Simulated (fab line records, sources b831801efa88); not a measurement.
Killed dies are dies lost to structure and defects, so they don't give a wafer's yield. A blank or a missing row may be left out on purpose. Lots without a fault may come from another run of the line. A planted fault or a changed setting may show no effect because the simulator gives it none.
fab line records | flow sky130
record lots=6 wafers=18 last_day=49
route steps=708 shown VT_ADJUST_NCORE@128 VT_ADJUST_HVTR@131 VT_ADJUST_PCH@143 PAD_OPEN@708
lots that met no fault: from a run of the same line without faults
start_h: hours from the record's first day to the start of the lot's first wafer shown | wait_h: hours since the lot's step before | " the same as in the row above | L1.1+2: a row that stands for several wafers | - no value, or no start given | * or withheld: withheld | < > ~ a bound
route shown NAME@n: a module of which the file shows steps, and the number in the route of the first | usual: mean/standard deviation of fault-free wafers | same: alike in all rows | chamber/n: place in a boat | sites: the reading at each site | _std_site: their standard deviation | _edge_site: outer sites' mean less inner sites' | radius_mm: how far each site lies from the wafer's centre | mask NAME#n: copy n | behind: the tool/chamber that last shaped the wafer | hold: why the lot was held/for how many hours/how that ended | device: the transistor (n, p or np) that didn't switch | end of line: the same wafers' tests at the end of the route | a step without rows: its recipe alone | killed: dies lost to structure and defects at the first sort, not the wafer's yield | map: a wafer's dies, x killed, . not, _ none there
set.NAME: the setting as run; set.NAME@STEP: as run at that earlier step | model.NAME: the simulator's own value behind a step, which no gauge read
lots at some steps of the route; a table a step, a row a wafer
services: from which hour (start_h, from the record's first day; less than 0 if before it) a tool's chamber was out of use, for how many hours, and why
## steps
# step SKY_VT_ADJUST_NCORE_IMPLANT_09
# recipe species=B energy_kev=10 dose_cm2=2.4e+12 tilt_deg=withheld
# step SKY_VT_ADJUST_NCORE_STRIP_10
# recipe chemistry=O2/N2 power_w=1400 pressure_mtorr=1500 platen_temp_c=withheld o2_flow_sccm=3000 n2_flow_sccm=300 overash_fraction=0.5
# usual drypump_motor_current_A=6.0/0.49 oes_product_au=0.716/0.0042 strip_time_to_endpoint_s=14.21/0.035
# columns lot.wafer tool chamber start_h wait_h drypump_motor_current_A oes_product_au rf_hours_counter_h strip_time_to_endpoint_s
L608.3 plasma_asher-04 1 220.73 0.1 6.8 0.713 - 14.23
L608.4 " 0 " " 5.2 0.716 - 14.27
L608.5 " 0 " " 5.2 0.714 - 14.22
L610.1 plasma_asher-04 1 239.06 0.1 6.7 0.715 57 14.24
L610.3 " 0 " " 5.2 0.719 - 14.23
L610.5 " 1 " " 6.8 0.716 - 14.22
L614.4 plasma_asher-02 0 307.34 0.1 5.8 0.714 - 14.19
L614.5 " 1 " " 6.2 0.716 - 14.19
L614.6 " 0 " " 5.8 0.715 - 14.23
L615.2 plasma_asher-04 0 310.55 0.1 5.2 0.710 59 14.24
L615.4 " 0 " " 5.2 0.717 - 14.20
L615.5 " 0 " " 5.2 0.720 - 14.18
L619.4 plasma_asher-02 1 317.04 0.1 6.2 0.719 - 14.21
L619.5 " 0 " " 5.8 0.726 - 14.16
L619.6 " 1 " " 6.2 0.705 - 14.19
L620.2 plasma_asher-02 1 320.41 0.1 6.1 0.714 48 14.16
L620.4 " 1 " " 6.2 0.716 - 14.23
L620.5 " 0 " " 5.8 0.718 - 14.20
# step SKY_VT_ADJUST_NCORE_TW_MEAS_11
# usual VT_ADJUST_NCORE_TW=220.3/3
# columns lot.wafer tool chamber start_h wait_h VT_ADJUST_NCORE_TW
L608.3 film_metro-04 - 220.82 0.1 224.3
L608.4 " - " " 224.7
L608.5 " - " " 224.1
L610.1 film_metro-02 - 239.16 0.1 219.7
L610.3 " - " " 220.9
L610.5 " - " " 219.4
L614.4 film_metro-02 - 307.44 0.1 217.0
L614.5 " - " " 218.9
L614.6 " - " " 219.0
L615.2 film_metro-02 - 310.66 0.1 218.9
L615.4 " - " " 219.1
L615.5 " - " " 218.5
L619.4 film_metro-04 - 317.14 0.1 225.5
L619.5 " - " " 224.0
L619.6 " - " " 225.2
L620.2 film_metro-03 - 320.52 0.1 215.8
L620.4 " - " " 217.3
L620.5 " - " " 216.3
# step SKY_VT_ADJUST_HVTR_DEHYDRATE_00
# recipe temp_c=200 time_s=60
# step SKY_VT_ADJUST_HVTR_HMDS_01
# recipe prime_time_s=60 prime_temp_c=120
# step SKY_VT_ADJUST_HVTR_COAT_02
# recipe resist=NOVOLAK spin_rpm=3000 resist_thk_nm=1140
# step SKY_VT_ADJUST_HVTR_SOFTBAKE_03
# recipe temp_c=90 time_s=60 resist=NOVOLAK
# step SKY_VT_ADJUST_HVTR_EXPOSE_04
# recipe mask_id=HVTRM target_cd_nm=380 na=0.6 source_shape=conventional sigma_outer=0.6 dose_mj=150
# step SKY_VT_ADJUST_HVTR_PEB_05
# recipe temp_c=withheld time_s=* resist=NOVOLAK
# step SKY_VT_ADJUST_HVTR_DEVELOP_06
# recipe develop_time_s=60 dev_temp_c=23
# step SKY_VT_ADJUST_HVTR_CD_MEAS_07
# recipe target_cd_nm=380
# usual cd_nm=380.6/2.4
# columns lot.wafer tool chamber start_h wait_h cd_nm
L608.3 cd_sem-01 - 243.08 0.1 380.3
L608.4 " - " " 381.5
L608.5 " - " " 379.0
L610.1 cd_sem-02 - 262.64 0.1 383.1
L610.3 " - " " 383.4
L610.5 " - " " 384.0
L614.4 cd_sem-02 - 332.80 0.1 382.2
L614.5 " - " " 384.8
L614.6 " - " " 381.8
L615.2 cd_sem-01 - 335.71 0.1 376.2
L615.4 " - " " 379.4
L615.5 " - " " 377.5
L619.4 cd_sem-02 - 343.12 0.1 374.8
L619.5 " - " " 377.5
L619.6 " - " " 376.0
L620.2 cd_sem-01 - 347.48 0.1 381.2
L620.4 " - " " 381.4
L620.5 " - " " 379.5
# step SKY_VT_ADJUST_HVTR_OVL_MEAS_08
# usual VT_ADJUST_HVTR_OVL=2.0/1.2
# columns lot.wafer tool chamber start_h wait_h VT_ADJUST_HVTR_OVL[nm]
L608.3 overlay-02 - 243.17 0.1 3.3
L608.4 " - " " 3.3
L608.5 " - " " 2.2
L610.1 overlay-02 - 262.76 0.1 2.3
L610.3 " - " " 3.7
L610.5 " - " " 1.5
L614.4 overlay-02 - 332.87 0.1 2.0
L614.5 " - " " 3.7
L614.6 " - " " 2.1
L615.2 overlay-02 - 335.82 0.1 1.7
L615.4 " - " " 1.6
L615.5 " - " " 0.9
L619.4 overlay-01 - 343.19 0.1 0.9
L619.5 " - " " 0.6
L619.6 " - " " 2.5
L620.2 overlay-01 - 347.58 0.1 2.5
L620.4 " - " " 1.7
L620.5 " - " " 1.7
# step SKY_VT_ADJUST_HVTR_IMPLANT_09
# recipe species=B energy_kev=10 dose_cm2=2.1e+12 tilt_deg=withheld
# usual beam_energy_keV=10.000/0.0032 dose_ions_cm2=2.1001e+12/2.2e+09 end_station_pressure_torr=5.01e-06/3e-07 faraday_current_uA=11.86/0.23
# columns lot.wafer tool chamber start_h wait_h beam_energy_keV dose_ions_cm2 end_station_pressure_torr faraday_current_uA
L608.3 implanter-03 0 243.24 0.1 10.000 2.1e+12 4.94e-06 11.99
L608.4 " 0 " " 9.995 2.0954e+12 5.42e-06 11.96
L608.5 " 0 " " 9.998 2.0998e+12 4.96e-06 11.69
L610.1 implanter-02 0 262.79 0.0 10.003 2.098e+12 4.75e-06 11.66
L610.3 " 0 " " 10.002 2.102e+12 5.11e-06 11.93
L610.5 " 0 " " 10.000 2.1006e+12 4.68e-06 11.72
L614.4 implanter-03 0 332.97 0.1 9.997 1.6744e+12 4.55e-06 9.22
L614.5 " 0 " " 9.998 1.6733e+12 4.73e-06 9.52
L614.6 " 0 " " 9.999 1.6713e+12 5.68e-06 9.46
L615.2 implanter-03 0 335.87 0.0 10.001 1.6777e+12 5.18e-06 9.52
L615.4 " 0 " " 10.002 1.6693e+12 5.14e-06 9.42
L615.5 " 0 " " 10.002 1.6738e+12 5.48e-06 8.91
L619.4 implanter-04 0 343.29 0.1 9.993 2.0998e+12 5.61e-06 11.86
L619.5 " 0 " " 9.995 2.0996e+12 5.06e-06 11.41
L619.6 " 0 " " 10.003 2.0997e+12 5.07e-06 12.26
L620.2 implanter-04 0 347.64 0.0 10.007 2.1013e+12 4.68e-06 12.05
L620.4 " 0 " " 10.006 2.0989e+12 5.03e-06 11.89
L620.5 " 0 " " 10.000 2.1009e+12 5.03e-06 12.01
# step SKY_VT_ADJUST_HVTR_STRIP_10
# recipe chemistry=O2/N2 power_w=1400 pressure_mtorr=1500 platen_temp_c=withheld o2_flow_sccm=3000 n2_flow_sccm=300 overash_fraction=0.5
# usual drypump_motor_current_A=6.2/0.4 oes_product_au=0.715/0.0046 strip_time_to_endpoint_s=14.20/0.031
# columns lot.wafer tool chamber start_h wait_h drypump_motor_current_A oes_product_au rf_hours_counter_h strip_time_to_endpoint_s
L608.3 plasma_asher-01 0 243.38 0.1 6.3 0.718 - 14.27
L608.4 " 1 " " 6.4 0.710 - 14.25
L608.5 " 1 " " 6.4 0.722 - 14.27
L610.1 plasma_asher-02 1 262.94 0.1 6.1 0.726 42 14.17
L610.3 " 0 " " 5.8 0.707 - 14.21
L610.5 " 1 " " 6.2 0.718 - 14.22
L614.4 plasma_asher-01 1 333.07 0.1 6.4 0.715 - 14.15
L614.5 " 0 " " 6.3 0.715 - 14.21
L614.6 " 1 " " 6.4 0.705 - 14.12
L615.2 plasma_asher-01 0 336.00 0.1 6.3 0.718 23 14.22
L615.4 " 0 " " 6.3 0.716 - 14.22
L615.5 " 0 " " 6.3 0.714 - 14.16
L619.4 plasma_asher-01 0 343.39 0.1 6.3 0.712 - 14.20
L619.5 " 1 " " 6.4 0.708 - 14.15
L619.6 " 0 " " 6.3 0.722 - 14.15
L620.2 plasma_asher-01 1 347.76 0.1 6.4 0.723 24 14.17
L620.4 " 1 " " 6.4 0.714 - 14.18
L620.5 " 1 " " 6.4 0.718 - 14.20
# step SKY_VT_ADJUST_HVTR_TW_MEAS_11
# usual VT_ADJUST_HVTR_TW=213.1/2.4
# columns lot.wafer tool chamber start_h wait_h VT_ADJUST_HVTR_TW
L608.3 film_metro-01 - 243.46 0.1 212.5
L608.4 " - " " 211.2
L608.5 " - " " 213.0
L610.1 film_metro-01 - 263.04 0.1 212.0
L610.3 " - " " 212.1
L610.5 " - " " 211.2
L614.4 film_metro-02 - 333.17 0.1 198.7
L614.5 " - " " 198.0
L614.6 " - " " 198.3
L615.2 film_metro-02 - 336.11 0.1 196.7
L615.4 " - " " 196.7
L615.5 " - " " 196.8
L619.4 film_metro-01 - 343.49 0.1 212.5
L619.5 " - " " 213.1
L619.6 " - " " 213.6
L620.2 film_metro-04 - 347.87 0.1 217.1
L620.4 " - " " 215.4
L620.5 " - " " 215.9
# step SKY_VT_ADJUST_PCH_DEHYDRATE_00
# recipe temp_c=200 time_s=60
# step SKY_PAD_OPEN_PROBE_99
# usual killed_at_M0_to_M3=43/7.3 killed_at_M4_up=3.4/1.7 killed_at_contacts=24/4.5 killed_at_front_end=16/4.4 killed_at_other=0.2/0.51 killed_dies=86/9.7 killed_open=46/6.6 killed_short=39/7.1
# same gross_dies=492 killed_at_back_side=0
# columns lot.wafer tool chamber start_h wait_h killed_at_M0_to_M3 killed_at_M4_up killed_at_contacts killed_at_front_end killed_at_other killed_dies killed_open killed_short model.etest.pfet_01v8_mvt.drive_ua_um model.etest.pfet_01v8_mvt.off_log10_a_um model.etest.pfet_01v8_mvt.vt_sat_v model.etest.pfet_01v8_mvt.vt_v model.etest.pfet_01v8_mvt.vt_long_v
L608.3 prober-01 - 1106.83 0.2 32 3 25 8 0 68 33 35 151.4 -10.73 -0.5676 -0.6528 -0.8612
L608.4 prober-01 - 1106.88 0.2 51 3 26 10 1 91 51 40 153.8 -10.64 -0.5651 -0.656 -0.8655
L608.5 prober-01 - 1106.93 0.2 37 3 30 14 0 84 44 40 151.1 -10.52 -0.5607 -0.6491 -0.8608
L610.1 prober-01 - 1124.16 0.1 33 5 23 21 0 82 47 35 145.4 -10.97 -0.5893 -0.6715 -0.8759
L610.3 prober-01 - 1124.26 0.2 47 3 17 20 1 88 50 38 143.5 -10.99 -0.594 -0.6741 -0.879
L610.5 prober-01 - 1124.36 0.2 57 3 21 15 0 96 51 44 143.1 -11.28 -0.5934 -0.6757 -0.8815
L615.2 prober-01 - 1179.01 0.1 45 3 23 21 0 92 51 38 138.7 -12.07 -0.6573 -0.732 -0.9349
L615.4 prober-01 - 1179.11 0.2 49 3 27 17 0 96 55 40 140.2 -11.94 -0.6617 -0.7353 -0.9399
L615.5 prober-01 - 1179.16 0.2 49 4 30 18 0 101 63 38 139.3 -12.06 -0.6672 -0.7418 -0.937
L614.4 prober-01 - 1180.61 0.2 37 1 26 25 1 90 41 49 146.5 -11.13 -0.6107 -0.6906 -0.8923
L614.5 prober-01 - 1180.66 0.2 50 0 23 16 0 89 52 37 147 -10.97 -0.5974 -0.6803 -0.8885
L614.6 prober-01 - 1180.71 0.2 57 1 25 18 0 101 54 47 144.6 -11.19 -0.602 -0.6849 -0.8905
L619.4 prober-01 - 1185.44 0.2 39 5 22 18 0 84 44 38 157.9 -9.572 -0.4766 -0.5665 -0.785
L619.5 prober-01 - 1185.49 0.2 49 3 21 17 0 90 54 36 160.3 -9.524 -0.4724 -0.5644 -0.7867
L619.6 prober-01 - 1185.54 0.2 53 1 26 16 0 96 53 42 158.7 -9.78 -0.4813 -0.569 -0.7816
L620.2 prober-01 - 1186.44 0.1 44 4 20 13 1 82 45 37 150 -10.92 -0.5856 -0.6743 -0.884
L620.4 prober-01 - 1186.54 0.2 39 5 19 15 0 78 40 38 149 -11.09 -0.5982 -0.6818 -0.8858
L620.5 prober-01 - 1186.59 0.2 36 6 21 14 0 77 37 40 148.3 -11.18 -0.6026 -0.6869 -0.8884
# killed by level:class
L608.3 VIA1:geometric_particle:open=8 CONTACT:geometric_particle:short=7 VIA2:geometric_particle:open=7 LI_CONTACT:geometric_particle:open=6 LOCAL_INTERCONNECT:geometric_particle:short=4 VIA3:geometric_particle:open=4 POLY_GATE:geometric_particle:short=3 METAL4:geometric_particle:short=3
L608.4 VIA1:geometric_particle:open=13 CONTACT:geometric_particle:open=12 VIA2:geometric_particle:open=9 LOCAL_INTERCONNECT:geometric_particle:short=7 VIA1:geometric_particle:short=6 METAL1:geometric_particle:short=5 LI_CONTACT:geometric_particle:open=5 VIA2:geometric_particle:short=5
L608.5 VIA1:geometric_particle:open=12 CONTACT:geometric_particle:open=10 CONTACT:geometric_particle:short=8 VIA2:geometric_particle:open=7 LI_CONTACT:geometric_particle:open=6 METAL2:geometric_particle:short=6 LOCAL_INTERCONNECT:geometric_particle:short=5 FIELD_ISO:geometric_particle:open=4
L610.1 VIA1:geometric_particle:open=12 CONTACT:geometric_particle:open=8 POLY_GATE:geometric_particle:open=6 CONTACT:geometric_particle:short=6 VIA2:geometric_particle:open=6 POLY_GATE:geometric_particle:short=5 FIELD_ISO:geometric_particle:short=4 FIELD_ISO:geometric_particle:open=4
L610.3 VIA1:geometric_particle:open=13 VIA1:geometric_particle:short=9 FIELD_ISO:geometric_particle:short=7 CONTACT:geometric_particle:open=7 FIELD_ISO:geometric_particle:open=5 VIA2:geometric_particle:open=5 METAL1:geometric_particle:short=4 POLY_GATE:geometric_particle:open=3
L610.5 VIA1:geometric_particle:open=20 LI_CONTACT:geometric_particle:open=7 CONTACT:geometric_particle:short=6 VIA2:geometric_particle:open=6 CONTACT:geometric_particle:open=6 METAL1:geometric_particle:short=6 FIELD_ISO:geometric_particle:short=5 VIA2:geometric_particle:short=5
L615.2 VIA1:geometric_particle:open=13 CONTACT:geometric_particle:open=11 METAL2:geometric_particle:short=8 VIA1:geometric_particle:short=7 FIELD_ISO:geometric_particle:open=6 VIA2:geometric_particle:open=5 LOCAL_INTERCONNECT:geometric_particle:short=4 VIA3:geometric_particle:open=4
L615.4 VIA1:geometric_particle:open=11 CONTACT:geometric_particle:open=9 FIELD_ISO:geometric_particle:open=7 METAL2:geometric_particle:short=6 LI_CONTACT:geometric_particle:open=6 VIA2:geometric_particle:short=6 VIA2:geometric_particle:open=6 VIA3:geometric_particle:open=6
L615.5 VIA1:geometric_particle:open=17 CONTACT:geometric_particle:open=11 CONTACT:geometric_particle:short=8 VIA1:geometric_particle:short=7 FIELD_ISO:geometric_particle:open=6 POLY_GATE:geometric_particle:open=6 LI_CONTACT:geometric_particle:open=6 VIA3:geometric_particle:short=6
L614.4 LI_CONTACT:geometric_particle:open=10 VIA1:geometric_particle:open=10 FIELD_ISO:geometric_particle:short=9 LOCAL_INTERCONNECT:geometric_particle:short=6 VIA1:geometric_particle:short=6 FIELD_ISO:geometric_particle:open=5 VIA2:geometric_particle:open=5 CONTACT:geometric_particle:short=4
L614.5 VIA1:geometric_particle:open=19 VIA2:geometric_particle:open=8 LI_CONTACT:geometric_particle:open=7 CONTACT:geometric_particle:open=7 METAL1:geometric_particle:short=7 VIA3:geometric_particle:short=5 POLY_GATE:geometric_particle:short=4 LI_CONTACT:geometric_particle:short=4
L614.6 CONTACT:geometric_particle:open=11 METAL1:geometric_particle:short=10 VIA1:geometric_particle:open=10 VIA3:geometric_particle:open=7 METAL2:geometric_particle:short=6 VIA2:geometric_particle:short=6 FIELD_ISO:geometric_particle:short=5 FIELD_ISO:geometric_particle:open=5
L619.4 VIA1:geometric_particle:open=16 LI_CONTACT:geometric_particle:open=7 METAL1:geometric_particle:short=6 POLY_GATE:geometric_particle:short=5 CONTACT:geometric_particle:open=5 METAL2:geometric_particle:short=5 POLY_GATE:geometric_particle:open=4 CONTACT:geometric_particle:short=4
L619.5 VIA3:geometric_particle:open=12 CONTACT:geometric_particle:open=10 VIA2:geometric_particle:open=8 VIA1:geometric_particle:open=6 FIELD_ISO:geometric_particle:open=5 METAL2:geometric_particle:short=5 METAL1:geometric_particle:short=5 POLY_GATE:geometric_particle:open=4
L619.6 VIA1:geometric_particle:open=16 LI_CONTACT:geometric_particle:open=9 METAL1:geometric_particle:short=8 CONTACT:geometric_particle:short=7 VIA3:geometric_particle:open=7 CONTACT:geometric_particle:open=4 VIA1:geometric_particle:short=4 METAL2:geometric_particle:short=4
L620.2 VIA1:geometric_particle:open=12 VIA3:geometric_particle:open=10 CONTACT:geometric_particle:short=6 VIA2:geometric_particle:open=5 LI_CONTACT:geometric_particle:open=5 LOCAL_INTERCONNECT:geometric_particle:short=4 FIELD_ISO:geometric_particle:short=4 FIELD_ISO:geometric_particle:open=3
L620.4 CONTACT:geometric_particle:open=9 VIA2:geometric_particle:open=9 FIELD_ISO:geometric_particle:short=7 METAL2:geometric_particle:short=6 VIA1:geometric_particle:open=6 VIA3:geometric_particle:open=5 METAL1:geometric_particle:short=5 METAL4:geometric_particle:short=4
L620.5 VIA1:geometric_particle:open=13 LOCAL_INTERCONNECT:geometric_particle:short=7 VIA3:geometric_particle:open=6 METAL4:geometric_particle:short=6 CONTACT:geometric_particle:open=5 CONTACT:geometric_particle:short=4 METAL1:geometric_particle:short=4 VIA1:geometric_particle:short=4
## services
# columns tool chamber start_h hours kind
plasma_asher-04 - 196.80 0.9 repair
implanter-04 - 230.71 1.2 repair
plasma_asher-04 - 242.77 28.1 pm
implanter-02 - 247.87 2.1 repair
implanter-03 - 248.58 2.5 repair
plasma_asher-04 - 270.87 15.6 pm
plasma_asher-02 - 271.41 2.8 pm
implanter-02 - 287.30 4.7 repair
implanter-03 - 298.86 13.6 pm
plasma_asher-04 - 331.65 25.1 repair
## key
first_sign step=SKY_VT_ADJUST_HVTR_IMPLANT_09 reading=dose_ions_cm2 direction=down sigmas=99+ usual=* struck=*
effect step=SKY_VT_ADJUST_HVTR_IMPLANT_09 reading=faraday_current_uA direction=down sigmas=11 usual=11.86 struck=9.34
effect step=SKY_VT_ADJUST_HVTR_TW_MEAS_11 reading=VT_ADJUST_HVTR_TW direction=down sigmas=6.6 usual=213.1 struck=197.5
model_effect step=SKY_PAD_OPEN_PROBE_99 value=etest.pfet_01v8_mvt.drive_ua_um without=150.9 struck=142.7
met_at SKY_VT_ADJUST_HVTR_IMPLANT_09
struck_wafers L614.4,L614.5,L614.6,L615.2,L615.4,L615.5
tester_left_out L614,L615
onset_between 243.24 332.97
fault kind=process_parameter_drift tool=implanter-03 chamber=- onset_h=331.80 steps=SKY_VT_ADJUST_HVTR_IMPLANT_09 channel=dose_cm2 offset=* shape=step end_h=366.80 acts_in=* stated=*
# tester_left_out: of these lots the tester's yield and bins aren't shown, on N5 and GAA mostly nor the transistor test; their killed dies are dies lost to structure and defects alone, not to doping, threshold or leakage, so they don't give the yield
